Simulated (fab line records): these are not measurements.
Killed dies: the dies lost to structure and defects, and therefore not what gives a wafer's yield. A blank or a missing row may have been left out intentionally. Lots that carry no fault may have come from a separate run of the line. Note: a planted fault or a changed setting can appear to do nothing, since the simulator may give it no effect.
fab line records	flow sky130
[record] lots = 6	wafers = 18	lastDay = 50
route steps=708 shown PWDE@53 NWELL@56 PAD_OPEN@708
lots with no fault: from the same line, run without faults
startH: hours from the record's first day to the start of the lot's first wafer shown	waitH: how many hours have passed since the lot's step before this one	" the same as in the row above	L1.1+2: several wafers, shown together as one row	- no value present, or no start provided	* or withheld: withheld	< > ~ a bound
route shown NAME@n: NAME is a module with steps in the file, n the number in the route of the first one	usual: average and standard deviation across the fault-free wafers	same: alike in all rows	chamber/n: place in a boat	sites: the reading at each site	_std_site: standard deviation of those values	_edge_site: inner sites' mean taken away from outer sites' mean	radiusMm: how far each site lies from the wafer's centre	mask NAME#n: copy n	behind: the last tool/chamber to shape the wafer	hold: reason for holding the lot/hours on hold/outcome of the hold	device: whichever transistor did not switch (one of n, p or np)	end of line: the route-end tests of the same wafers	a step without rows: its recipe alone	killed: at the first sort, the dies lost to defects and structure; wafer yield is something else	map: the dies of a wafer, with x for killed, . for not killed, _ for no die there
set.NAME: the setting that was run; set.NAME@STEP: the one run at that earlier step	model.NAME: the simulator's own value behind a step, which no gauge read
a table for each step, a row for each wafer; lots at some steps of the route
services: from which hour (startH, from the record's first day; less than 0 if before it) a tool's chamber was out of use, for how many hours, and why
[[steps]]
[step SKY_PWDE_IMPLANT_08]
[recipe] species = B	energyKev = 150	doseCm2 = 3.6e+12	tiltDeg = withheld
[step SKY_PWDE_STRIP_09]
[recipe] chemistry = O2/N2	powerW = 1400	pressureMtorr = 1500	platenTempC = withheld	o2FlowSccm = 3000	n2FlowSccm = 300	overashFraction = 0.5
[usual] chamberPressureMTorr = 1500.1/1.4	drypumpMotorCurrentA = 5.5/0.43	n2FlowSccm = 300.3/0.84	oesProductAu = 0.723/0.0046	stripTimeToEndpointS = 36.91/0.1
lot.wafer	tool	chamber	startH	waitH	chamberPressureMTorr	drypumpMotorCurrentA	n2FlowSccm	oesProductAu	rfHoursCounterH	stripTimeToEndpointS
L343.3	plasmaAsher-02	0	90.28	0.1	1498.5	5.7	301.4	0.718	-	36.98
L343.4	"	1	"	"	1500.7	4.7	301.1	0.717	-	36.97
L343.6	"	0	"	"	1500.0	5.7	301.6	0.721	-	36.92
L344.2	plasmaAsher-03	1	95.34	0.1	1499.6	5.9	302.0	0.725	28	36.85
L344.4	"	1	"	"	1497.8	5.9	301.0	0.728	-	36.86
L344.5	"	1	"	"	1499.3	5.9	301.0	0.724	-	36.89
L345.1	plasmaAsher-02	1	103.14	0.1	1501.9	4.7	300.5	0.729	41	36.80
L345.5	"	0	"	"	1499.0	5.7	299.3	0.719	-	36.92
L345.6	"	1	"	"	1502.7	4.7	301.3	0.721	-	36.92
L348.1	plasmaAsher-02	1	136.84	0.1	1501.7	4.7	300.8	0.727	45	36.95
L348.2	"	0	"	"	1500.3	5.7	300.7	0.719	45	36.86
L348.3	"	0	"	"	1500.6	5.7	300.6	0.714	-	36.88
L351.1	plasmaAsher-03	1	150.79	0.1	1497.2	5.9	301.3	0.729	33	37.08
L351.2	"	0	"	"	1501.7	6.2	299.3	0.727	33	36.95
L351.6	"	0	"	"	1500.3	6.2	299.5	0.722	-	37.04
L359.2	plasmaAsher-03	0	184.49	0.1	1499.6	6.2	299.9	0.716	37	36.96
L359.5	"	0	"	"	1501.0	6.3	300.1	0.718	-	36.97
L359.6	"	1	"	"	1499.7	5.9	300.0	0.727	-	36.94
[step SKY_PWDE_TW_MEAS_10]
[usual] PWDE_TW = 375.5/2.4
lot.wafer	tool	chamber	startH	waitH	PWDE_TW
L343.3	filmMetro-01	-	90.36	0.1	376.6
L343.4	"	-	"	"	374.7
L343.6	"	-	"	"	376.3
L344.2	filmMetro-02	-	95.45	0.1	373.5
L344.4	"	-	"	"	375.1
L344.5	"	-	"	"	374.9
L345.1	filmMetro-02	-	103.24	0.1	377.9
L345.5	"	-	"	"	377.0
L345.6	"	-	"	"	375.0
L348.1	filmMetro-01	-	136.94	0.1	374.4
L348.2	"	-	"	"	374.3
L348.3	"	-	"	"	376.6
L351.1	filmMetro-02	-	150.89	0.1	371.8
L351.2	"	-	"	"	375.3
L351.6	"	-	"	"	372.7
L359.2	filmMetro-01	-	184.60	0.1	374.8
L359.5	"	-	"	"	372.9
L359.6	"	-	"	"	372.6
[step SKY_NWELL_DEHYDRATE_03]
[recipe] tempC = 200	timeS = 60
[step SKY_NWELL_HMDS_04]
[recipe] primeTimeS = 60	primeTempC = 120
[step SKY_NWELL_COAT_05]
[recipe] spinRpm = 2000	resistThkNm = 3000
[step SKY_NWELL_SOFTBAKE_06]
[recipe] tempC = 110	timeS = withheld
[step SKY_NWELL_EXPOSE_07]
[recipe] maskId = NWM	na = 0.6	sourceShape = conventional	sigmaOuter = 0.6	polarization = unpolarized	targetCdNm = 840	doseMj = 255
[step SKY_NWELL_PEB_08]
[recipe] tempC = 115	timeS = withheld
[step SKY_NWELL_DEVELOP_09]
[recipe] wallAngleDeg = 90	developer = TMAH	developTimeS = 60	devTempC = 23
[step SKY_NWELL_OVL_MEAS_10]
[usual] NWELL_00_OVL = -0.9/1.3
lot.wafer	tool	chamber	startH	waitH	NWELL_00_OVL[nm]
L343.3	overlay-02	-	106.04	-	0.3
L343.4	"	-	"	"	-0.2
L343.6	"	-	"	"	2.6
L344.2	overlay-02	-	111.91	-	0.5
L344.4	"	-	"	"	-1.0
L344.5	"	-	"	"	-1.6
L345.1	overlay-02	-	121.10	-	-0.7
L345.5	"	-	"	"	-0.5
L345.6	"	-	"	"	-1.3
L348.1	overlay-01	-	155.95	-	-1.2
L348.2	"	-	"	"	-0.6
L348.3	"	-	"	"	1.0
L351.1	overlay-01	-	171.21	-	-1.7
L351.2	"	-	"	"	-2.1
L351.6	"	-	"	"	-0.7
L359.2	overlay-01	-	203.91	-	-1.8
L359.5	"	-	"	"	-1.1
L359.6	"	-	"	"	-3.2
[step SKY_NWELL_IMPLANT_11]
[recipe] species = P	energyKev = 400	doseCm2 = 1.9e+13	tiltDeg = withheld
[step SKY_NWELL_IMPLANT_12]
[recipe] species = P	energyKev = 120	doseCm2 = 1.3e+12	tiltDeg = withheld
lot.wafer	tool	chamber	startH	waitH
L343.3+4+6	implanter-04	0	106.26	0.1
L344.2+4+5	implanter-01	0	112.12	0.1
L345.1+5+6	implanter-04	0	121.29	0.1
L345.1+5+6	implanter-04	0	121.60	0.3
L348.1+2+3	implanter-03	0	156.14	0.1
L351.1+2+6	implanter-01	0	171.39	0.1
L351.1+2+6	implanter-01	0	171.84	0.4
L359.2+5+6	implanter-03	0	204.12	0.1
[step SKY_NWELL_IMPLANT_13]
[recipe] species = P	energyKev = 50	doseCm2 = 7e+11	tiltDeg = withheld
[step SKY_NWELL_STRIP_14]
[recipe] chemistry = O2/N2	powerW = 1400	pressureMtorr = 1500	platenTempC = withheld	o2FlowSccm = 3000	n2FlowSccm = 300	overashFraction = 0.5
[usual] chamberPressureMTorr = 1500.0/1.4	drypumpMotorCurrentA = 5.7/0.49	n2FlowSccm = 300.0/0.92	oesProductAu = 0.723/0.0044	stripTimeToEndpointS = 36.90/0.11
lot.wafer	tool	chamber	startH	waitH	chamberPressureMTorr	drypumpMotorCurrentA	n2FlowSccm	oesProductAu	rfHoursCounterH	stripTimeToEndpointS
L343.3	plasmaAsher-03	1	106.54	0.1	1500.8	5.9	300.0	0.722	-	36.91
L343.4	"	0	"	"	1499.0	6.2	299.4	0.724	-	36.94
L343.6	"	0	"	"	1498.9	6.2	299.8	0.724	-	36.97
L344.2	plasmaAsher-03	1	112.39	0.1	1502.3	5.8	298.3	0.730	29	36.75
L344.4	"	1	"	"	1499.0	5.9	298.1	0.725	-	36.87
L344.5	"	0	"	"	1500.0	6.2	300.4	0.726	-	36.89
L345.1	plasmaAsher-02	1	121.90	0.1	1499.4	4.7	300.5	0.721	43	36.87
L345.5	"	0	"	"	1501.8	5.7	298.4	0.722	-	36.84
L345.6	"	1	"	"	1500.8	4.7	300.1	0.730	-	36.78
L348.1	plasmaAsher-02	0	156.44	0.1	1498.9	5.7	300.2	0.728	47	36.79
L348.2	"	1	"	"	1500.1	4.7	300.6	0.725	47	36.77
L348.3	"	0	"	"	1498.5	5.7	299.6	0.722	-	36.78
L351.1	plasmaAsher-03	1	172.21	0.2	1500.9	5.9	300.4	0.716	35	37.06
L351.2	"	0	"	"	1500.7	6.2	299.4	0.721	35	36.85
L351.6	"	1	"	"	1499.7	5.9	301.0	0.721	-	37.02
L359.2	plasmaAsher-03	1	204.39	0.1	1500.6	5.9	299.9	0.726	39	36.84
L359.5	"	0	"	"	1499.0	6.3	300.0	0.718	-	36.82
L359.6	"	1	"	"	1498.8	5.9	299.2	0.723	-	36.71
[step SKY_NWELL_TW_MEAS_15]
[usual] NWELL_TW = 1833/14
lot.wafer	tool	chamber	startH	waitH	NWELL_TW
L343.3	filmMetro-02	-	106.63	0.1	1827
L343.4	"	-	"	"	1836
L343.6	"	-	"	"	1837
L344.2	filmMetro-03	-	112.50	0.1	1848
L344.4	"	-	"	"	1857
L344.5	"	-	"	"	1858
L345.1	filmMetro-01	-	122.10	0.2	1857
L345.5	"	-	"	"	1845
L345.6	"	-	"	"	1833
L348.1	filmMetro-01	-	156.54	0.1	1818
L348.2	"	-	"	"	1826
L348.3	"	-	"	"	1827
L351.1	filmMetro-02	-	172.31	0.1	1834
L351.2	"	-	"	"	1847
L351.6	"	-	"	"	1837
L359.2	filmMetro-03	-	204.50	0.1	1838
L359.5	"	-	"	"	1854
L359.6	"	-	"	"	1852
[step SKY_NWELL_DEHYDRATE_16]
[recipe] tempC = 200	timeS = 60
[step SKY_NWELL_HMDS_17]
[recipe] primeTimeS = 60	primeTempC = 120
[step SKY_NWELL_COAT_18]
[recipe] spinRpm = 2000	resistThkNm = 3000
[step SKY_NWELL_SOFTBAKE_19]
[recipe] tempC = 110	timeS = withheld
[step SKY_NWELL_EXPOSE_20]
[recipe] maskId = NWM_COMPLEMENT	na = 0.6	sourceShape = conventional	sigmaOuter = 0.6	polarization = unpolarized	targetCdNm = 840	doseMj = 260
[step SKY_NWELL_PEB_21]
[recipe] tempC = 115	timeS = withheld
[step SKY_NWELL_DEVELOP_22]
[recipe] wallAngleDeg = 90	developer = TMAH	developTimeS = 60	devTempC = 23
[step SKY_NWELL_OVL_MEAS_23]
[usual] NWELL_01_OVL = -0.4/1.2
lot.wafer	tool	chamber	startH	waitH	NWELL_01_OVL[nm]
L343.3	overlay-01	-	123.18	-	-1.5
L343.4	"	-	"	"	-1.8
L343.6	"	-	"	"	0.2
L344.2	overlay-02	-	131.08	-	0.7
L344.4	"	-	"	"	2.8
L344.5	"	-	"	"	-0.3
L345.1	overlay-01	-	141.52	-	-0.8
L345.5	"	-	"	"	0.2
L345.6	"	-	"	"	-1.5
L348.1	overlay-01	-	177.15	-	0.6
L348.2	"	-	"	"	-0.4
L348.3	"	-	"	"	1.1
L351.1	overlay-02	-	191.01	-	0.0
L351.2	"	-	"	"	-0.4
L351.6	"	-	"	"	0.0
L359.2	overlay-01	-	226.96	-	-1.0
L359.5	"	-	"	"	-1.6
L359.6	"	-	"	"	-0.4
[step SKY_NWELL_IMPLANT_24]
[recipe] species = B	energyKev = 140	doseCm2 = 9.2e+12	tiltDeg = withheld
[step SKY_NWELL_STRIP_25]
[recipe] chemistry = O2/N2	powerW = 1400	pressureMtorr = 1500	platenTempC = withheld	o2FlowSccm = 3000	n2FlowSccm = 300	overashFraction = 0.5
[usual] chamberPressureMTorr = 1500.0/1.4	drypumpMotorCurrentA = 5.8/0.45	n2FlowSccm = 300.0/0.88	oesProductAu = 0.721/0.0046	stripTimeToEndpointS = 36.89/0.11
lot.wafer	tool	chamber	startH	waitH	chamberPressureMTorr	drypumpMotorCurrentA	n2FlowSccm	oesProductAu	rfHoursCounterH	stripTimeToEndpointS
L343.3	plasmaAsher-03	1	123.39	0.1	1499.2	5.9	300.0	0.719	-	36.71
L343.4	"	0	"	"	1500.2	6.2	300.3	0.721	-	36.71
L343.6	"	1	"	"	1501.4	5.8	300.8	0.733	-	36.72
L344.2	plasmaAsher-02	0	131.26	0.1	1501.2	5.7	301.1	0.721	44	37.05
L344.4	"	1	"	"	1499.2	4.7	300.5	0.725	-	37.04
L344.5	"	1	"	"	1499.4	4.7	300.8	0.729	-	36.97
L345.1	plasmaAsher-02	1	141.71	0.1	1501.4	4.7	300.7	0.724	45	36.79
L345.5	"	1	"	"	1500.3	4.7	299.9	0.714	-	36.81
L345.6	"	0	"	"	1500.4	5.7	301.1	0.726	-	36.83
L348.1	plasmaAsher-02	0	177.34	0.1	1500.2	5.7	298.5	0.720	49	37.09
L348.2	"	1	"	"	1501.2	4.7	298.9	0.729	49	36.98
L348.3	"	1	"	"	1498.9	4.7	299.3	0.722	-	37.02
L351.1	plasmaAsher-03	1	191.19	0.1	1499.2	5.9	300.9	0.719	37	36.91
L351.2	"	0	"	"	1499.0	6.2	299.8	0.721	37	36.85
L351.6	"	1	"	"	1498.4	5.9	300.3	0.727	-	37.01
L359.2	plasmaAsher-03	1	227.14	0.1	1502.6	5.9	298.3	0.717	41	36.91
L359.5	"	1	"	"	1497.6	5.9	300.1	0.718	-	36.82
L359.6	"	0	"	"	1500.2	6.2	301.2	0.729	-	36.88
[step SKY_NWELL_TW_MEAS_26]
[usual] NWELL_2_TW = 500/3.4
lot.wafer	tool	chamber	startH	waitH	NWELL_2_TW
L343.3	filmMetro-02	-	123.48	0.1	499
L343.4	"	-	"	"	500
L343.6	"	-	"	"	498
L344.2	filmMetro-02	-	131.37	0.1	496
L344.4	"	-	"	"	498
L344.5	"	-	"	"	498
L345.1	filmMetro-02	-	141.81	0.1	497
L345.5	"	-	"	"	495
L345.6	"	-	"	"	501
L348.1	filmMetro-02	-	177.44	0.1	497
L348.2	"	-	"	"	501
L348.3	"	-	"	"	501
L351.1	filmMetro-01	-	191.29	0.1	495
L351.2	"	-	"	"	495
L351.6	"	-	"	"	497
L359.2	filmMetro-01	-	227.25	0.1	499
L359.5	"	-	"	"	500
L359.6	"	-	"	"	500
[step SKY_NWELL_CLEAN_27]
[recipe] chemistry = SC1/SC2	mix = 1:4:20	tempC = 70	timeS = 150	dry = n2Spin
[step SKY_NWELL_RTA_28]
[recipe] tempC = 1050	timeS = 30	idleTempC = 650	rampUpCPerS = 150	rampDownCPerS = 90	ambient = N2
[usual] lampPowerPct = 25.30/0.053	wafer_temp_C_max = 1055.0/1
lot.wafer	tool	chamber	startH	waitH	lampPowerPct	wafer_temp_C_max
L343.3	rtpAnneal-02	0	123.60	0.0	25.35	1055.1
L343.4	"	0	"	"	25.29	1055.2
L343.6	"	0	"	"	25.35	1055.9
L344.2	rtpAnneal-01	0	131.49	0.0	25.29	1053.6
L344.4	"	0	"	"	25.22	1054.9
L344.5	"	0	"	"	25.30	1054.4
L345.1	rtpAnneal-01	0	141.92	0.0	25.31	1059.2
L345.5	"	0	"	"	25.28	1055.4
L345.6	"	0	"	"	25.22	1054.2
L348.1	rtpAnneal-01	0	177.55	0.0	25.32	1056.3
L348.2	"	0	"	"	25.32	1054.8
L348.3	"	0	"	"	25.31	1054.6
L351.1	rtpAnneal-02	0	191.40	0.0	25.43	1054.9
L351.2	"	0	"	"	25.28	1054.6
L351.6	"	0	"	"	25.25	1054.1
L359.2	rtpAnneal-02	0	227.37	0.0	25.31	1053.7
L359.5	"	0	"	"	25.28	1053.9
L359.6	"	0	"	"	25.32	1054.1
[step SKY_NWELL_RS_MEAS_29]
[recipe] thkMeasGauge = four-point-probe
[usual] NWELL_RS = 625.5/1.7
lot.wafer	tool	chamber	startH	waitH	NWELL_RS[ohm/sq]
L343.3	filmMetro-03	-	123.71	0.1	622.1
L343.4	"	-	"	"	625.1
L343.6	"	-	"	"	625.2
L344.2	filmMetro-03	-	131.59	0.1	623.5
L344.4	"	-	"	"	624.5
L344.5	"	-	"	"	624.3
L345.1	filmMetro-01	-	142.02	0.1	591.7
L345.5	"	-	"	"	596.0
L345.6	"	-	"	"	593.0
L348.1	filmMetro-03	-	177.65	0.1	627.5
L348.2	"	-	"	"	628.4
L348.3	"	-	"	"	628.2
L351.1	filmMetro-03	-	191.50	0.1	595.8
L351.2	"	-	"	"	595.1
L351.6	"	-	"	"	595.4
L359.2	filmMetro-03	-	227.47	0.1	623.2
L359.5	"	-	"	"	622.1
L359.6	"	-	"	"	621.3
[step SKY_PAD_OPEN_PROBE_99]
[usual] killed_at_M0_to_M3 = 43/7.8	killed_at_M4_up = 3.2/1.7	killedAtContacts = 24/5.2	killedAtFrontEnd = 15/4.5	killedAtOther = 0.4/0.65	killedDies = 87/9.1	killedOpen = 47/7.3	killedShort = 40/6.5
[same] grossDies = 492	killedAtBackSide = 0
lot.wafer	tool	chamber	startH	waitH	killed_at_M0_to_M3	killed_at_M4_up	killedAtContacts	killedAtFrontEnd	killedAtOther	killedDies	killedOpen	killedShort	model.etest.nfet_16v.rOnOhmUm	model.etest.pfet_16v.rOnOhmUm	model.etest.pfetG5v0d10v5.rOnOhmUm	model.etest.tipP.rsOhmSq	model.etest.tip_p_5v.rsOhmSq	model.etest.pfet_01v8.rOnOhmUm	model.etest.pfetG5v0d10v5.driveUaUm	model.etest.pfet_01v8_lvt.driveUaUm
L343.3	prober-01	-	1091.08	0.2	46	1	24	11	0	82	43	39	1.391e+04	1.569e+04	4734	6869	2862	2971	347.4	171.7
L343.4	prober-01	-	1091.13	0.2	45	1	21	15	0	82	44	38	1.381e+04	1.522e+04	4621	6854	2879	2823	352.7	175.9
L343.6	prober-01	-	1091.23	0.2	36	3	21	24	0	84	57	27	1.39e+04	1.515e+04	4653	6914	2872	2885	350.3	174
L344.2	prober-02	-	1098.17	0.1	45	0	20	13	1	79	43	36	1.395e+04	1.54e+04	4843	7132	2846	3050	334.4	170.3
L344.4	prober-02	-	1098.27	0.2	54	4	19	31	0	108	60	47	1.403e+04	1.552e+04	4838	7083	2842	3079	334.5	169.2
L344.5	prober-02	-	1098.32	0.2	59	4	21	19	1	104	56	48	1.399e+04	1.533e+04	4822	7073	2853	3025	335.6	173.4
L345.1	prober-01	-	1105.17	0.1	38	2	27	19	1	87	53	34	1.337e+04	1.568e+04	5321	7279	3072	3014	296.1	142.9
L345.5	prober-01	-	1105.37	0.2	50	5	22	19	0	96	50	45	1.341e+04	1.541e+04	5309	7273	3085	3044	294.1	142.9
L345.6	prober-01	-	1105.42	0.2	35	2	33	13	3	86	41	44	1.344e+04	1.56e+04	5165	7269	3061	3005	303.9	144.8
L348.1	prober-02	-	1142.17	0.1	40	4	29	18	1	92	49	42	1.393e+04	1.523e+04	4762	6780	2887	2932	336	170.9
L348.2	prober-02	-	1142.22	0.1	49	3	21	18	0	91	52	39	1.407e+04	1.526e+04	4696	6752	2903	2915	340.4	170.6
L348.3	prober-02	-	1142.27	0.2	53	4	24	18	2	101	60	40	1.407e+04	1.539e+04	4719	6790	2915	2838	341.9	174.2
L351.1	prober-01	-	1156.67	0.1	40	1	21	12	0	74	41	33	1.327e+04	1.558e+04	5187	7240	3064	3073	308.3	149.4
L351.2	prober-01	-	1156.72	0.1	53	2	32	7	0	94	45	49	1.329e+04	1.543e+04	5168	7150	3042	3061	301.6	147.9
L351.6	prober-01	-	1156.92	0.2	39	1	23	18	1	82	52	27	1.32e+04	1.54e+04	5117	7179	3062	3006	310.6	149.9
L359.2	prober-01	-	1192.71	0.1	28	0	21	9	3	61	32	26	1.384e+04	1.543e+04	4717	6894	2843	2931	344	171.2
L359.5	prober-01	-	1192.86	0.2	45	4	26	14	0	89	41	48	1.386e+04	1.536e+04	4732	6927	2844	2939	343.1	170.6
L359.6	prober-01	-	1192.91	0.2	56	2	16	10	0	84	42	42	1.396e+04	1.534e+04	4813	6839	2870	2924	338.9	171.6
// killed by level:class
L343.3 METAL2:geometricParticle:short=10 VIA1:geometricParticle:open=9 VIA2:geometricParticle:open=9 LI_CONTACT:geometricParticle:open=8 CONTACT:geometricParticle:open=8 LOCAL_INTERCONNECT:geometricParticle:short=5 VIA3:geometricParticle:short=4 METAL1:geometricParticle:short=3
L343.4 VIA1:geometricParticle:open=14 VIA1:geometricParticle:short=9 FIELD_ISO:geometricParticle:open=6 LI_CONTACT:geometricParticle:open=6 METAL1:geometricParticle:short=6 METAL2:geometricParticle:short=5 CONTACT:geometricParticle:open=5 CONTACT:geometricParticle:short=4
L343.6 VIA1:geometricParticle:open=12 POLY_GATE:geometricParticle:open=8 VIA2:geometricParticle:open=8 FIELD_ISO:geometricParticle:open=7 LI_CONTACT:geometricParticle:open=7 CONTACT:geometricParticle:open=6 FIELD_ISO:geometricParticle:short=4 LI_CONTACT:geometricParticle:short=3
L344.2 VIA2:geometricParticle:open=10 LI_CONTACT:geometricParticle:open=9 FIELD_ISO:geometricParticle:open=5 VIA1:geometricParticle:short=5 METAL1:geometricParticle:short=5 VIA1:geometricParticle:open=5 VIA3:geometricParticle:open=5 FIELD_ISO:geometricParticle:short=4
L344.4 VIA2:geometricParticle:open=11 FIELD_ISO:geometricParticle:short=8 CONTACT:geometricParticle:open=8 VIA1:geometricParticle:open=8 LI_CONTACT:geometricParticle:open=7 METAL2:geometricParticle:short=7 METAL1:geometricParticle:short=6 POLY_GATE:geometricParticle:open=5
L344.5 VIA1:geometricParticle:open=12 VIA1:geometricParticle:short=10 FIELD_ISO:geometricParticle:open=8 METAL1:geometricParticle:short=8 VIA3:geometricParticle:open=8 CONTACT:geometricParticle:open=8 VIA2:geometricParticle:open=8 FIELD_ISO:geometricParticle:short=6
L345.1 VIA1:geometricParticle:open=10 LI_CONTACT:geometricParticle:open=9 VIA2:geometricParticle:open=9 METAL2:geometricParticle:short=8 CONTACT:geometricParticle:open=8 FIELD_ISO:geometricParticle:open=5 FIELD_ISO:geometricParticle:short=4 CONTACT:geometricParticle:short=4
L345.5 VIA1:geometricParticle:open=15 METAL1:geometricParticle:short=11 CONTACT:geometricParticle:open=10 VIA3:geometricParticle:open=7 FIELD_ISO:geometricParticle:open=6 VIA3:geometricParticle:short=6 FIELD_ISO:geometricParticle:short=5 LI_CONTACT:geometricParticle:open=4
L345.6 CONTACT:geometricParticle:open=13 VIA1:geometricParticle:open=10 LOCAL_INTERCONNECT:geometricParticle:short=7 CONTACT:geometricParticle:short=6 POLY_GATE:geometricParticle:open=5 VIA1:geometricParticle:short=5 FIELD_ISO:geometricParticle:short=4 LI_CONTACT:geometricParticle:open=4
L348.1 CONTACT:geometricParticle:open=13 CONTACT:geometricParticle:short=7 VIA1:geometricParticle:open=7 POLY_GATE:geometricParticle:open=5 METAL2:geometricParticle:short=5 VIA2:geometricParticle:short=5 POLY_GATE:geometricParticle:short=4 LI_CONTACT:geometricParticle:open=4
L348.2 VIA1:geometricParticle:open=10 VIA2:geometricParticle:open=10 FIELD_ISO:geometricParticle:open=7 VIA3:geometricParticle:open=6 CONTACT:geometricParticle:short=6 METAL1:geometricParticle:short=6 LI_CONTACT:geometricParticle:open=5 CONTACT:geometricParticle:open=5
L348.3 VIA1:geometricParticle:open=18 VIA2:geometricParticle:open=11 CONTACT:geometricParticle:open=9 LI_CONTACT:geometricParticle:short=6 CONTACT:geometricParticle:short=6 VIA3:geometricParticle:open=6 POLY_GATE:geometricParticle:short=5 VIA1:geometricParticle:short=4
L351.1 METAL2:geometricParticle:short=8 VIA1:geometricParticle:open=8 CONTACT:geometricParticle:open=7 FIELD_ISO:geometricParticle:open=5 LOCAL_INTERCONNECT:geometricParticle:open=5 VIA3:geometricParticle:open=5 FIELD_ISO:geometricParticle:short=4 LOCAL_INTERCONNECT:geometricParticle:short=3
L351.2 VIA1:geometricParticle:open=10 LOCAL_INTERCONNECT:geometricParticle:short=10 VIA3:geometricParticle:open=10 CONTACT:geometricParticle:short=8 CONTACT:geometricParticle:open=7 VIA1:geometricParticle:short=7 METAL1:geometricParticle:short=5 VIA2:geometricParticle:open=5
L351.6 VIA3:geometricParticle:open=10 VIA1:geometricParticle:open=9 CONTACT:geometricParticle:open=9 LI_CONTACT:geometricParticle:open=6 VIA2:geometricParticle:open=5 FIELD_ISO:geometricParticle:open=4 FIELD_ISO:geometricParticle:short=4 VIA2:geometricParticle:short=4
L359.2 CONTACT:geometricParticle:open=9 VIA1:geometricParticle:open=7 VIA2:geometricParticle:open=6 VIA3:geometricParticle:short=5 METAL2:geometricParticle:short=4 FIELD_ISO:geometricParticle:short=3 VIA1:geometricParticle:short=3 LI_CONTACT:geometricParticle:short=3
L359.5 CONTACT:geometricParticle:open=12 VIA1:geometricParticle:open=8 METAL2:geometricParticle:short=8 CONTACT:geometricParticle:short=7 METAL1:geometricParticle:short=7 FIELD_ISO:geometricParticle:short=5 LI_CONTACT:geometricParticle:open=5 VIA3:geometricParticle:short=5
L359.6 VIA1:geometricParticle:open=11 VIA2:geometricParticle:short=9 VIA2:geometricParticle:open=9 VIA3:geometricParticle:open=6 POLY_GATE:geometricParticle:short=5 VIA1:geometricParticle:short=5 CONTACT:geometricParticle:short=5 CONTACT:geometricParticle:open=5
[[services]]
tool	chamber	startH	hours	kind
implanter-01	-	105.11	4.9	pm
implanter-03	-	126.87	1.7	repair
implanter-04	-	159.52	4.5	pm
implanter-03	-	171.25	0.7	repair
implanter-04	-	175.07	1.9	repair
implanter-04	-	178.76	1.9	repair
implanter-04	-	179.20	1.2	repair
plasmaAsher-03	-	187.37	1.5	repair
implanter-01	-	192.82	4.2	repair
rtpAnneal-01	-	194.04	107.2	pm
[[key]]
[firstSign] step = SKY_NWELL_IMPLANT_12	reading = visit	direction = added
[effect] step = SKY_NWELL_RS_MEAS_29	reading = NWELL_RS	direction = down	sigmas = 18	usual = 625.5	struck = 594.5
[modelEffect] step = SKY_PAD_OPEN_PROBE_99	value = etest.nfet_16v.rOnOhmUm	without = 1.416e+04	struck = 1.333e+04
metAt SKY_NWELL_IMPLANT_12
struckWafers L345.1,L345.5,L345.6,L351.1,L351.2,L351.6
testerLeftOut L345,L351
[fault] kind = repeatedStepWhole	tool = implanter-01,implanter-03,implanter-04	chamber = -	onsetH = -	steps = SKY_NWELL_IMPLANT_12	times = 1	scope = struckLotsOnly
// testerLeftOut: of these lots the tester's yield and bins aren't shown, on N5 and GAA mostly nor the transistor test; their killed dies are dies lost to structure and defects alone, not to doping, threshold or leakage, so they don't give the yield
